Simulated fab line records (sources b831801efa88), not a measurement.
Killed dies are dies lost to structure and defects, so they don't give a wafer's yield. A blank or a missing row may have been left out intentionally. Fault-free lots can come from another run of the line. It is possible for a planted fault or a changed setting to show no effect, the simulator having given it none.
Chamber matching | flow gf180mcu | rie_diel-02 running GF_V3_ETCH_16: 4 sister chambers
The step etches BARC in N2/H2. 4 wafers are shown with their chamber, then 9 later ones without.

WAFERS, EACH WITH ITS CHAMBER
wafer  | chamber | drypump_motor_current_A (A)
L088.1 | 2       | 5.9
L088.5 | 1       | 5.3
L089.1 | 0       | 6.3
L089.5 | 3       | 6.2

WAFERS MISSING THEIR CHAMBER
wafer  | drypump_motor_current_A (A)
L093.1 | 5.9
L093.2 | 6.2
L093.3 | 5.4
L093.4 | 5.3
L093.5 | 6.2
L093.6 | 5.9
L096.1 | 5.8
L096.3 | 6.2
L096.4 | 5.3

WHICH CHAMBER EACH ONE RAN IN
wafer  | from the rows above | in truth
L093.1 | 2                   | 2
L093.2 | 3                   | 3
L093.3 | 1                   | 1
L093.4 | 1                   | 1
L093.5 | 3                   | 3
L093.6 | 2                   | 2
L096.1 | 2                   | 2
L096.3 | 3                   | 3
L096.4 | 1                   | 1
Correct placement for 9 of the 9. From these rows, 0 cannot be placed. Number placed wrongly: 0.
How it was worked out, from the rows above alone: a wafer's distance from a chamber is the root of the sum, over the readings, of the square of ((its reading less the chamber's mean) divided by the reading's scatter). The wafer belongs to the nearest chamber; if the next one is less than 2 further off, it can't be placed. For every chamber, the mean is computed from those of its wafers that are shown. The scatter: root of mean squared gap, hidden wafer to nearest shown wafer, with one shown wafer a chamber.
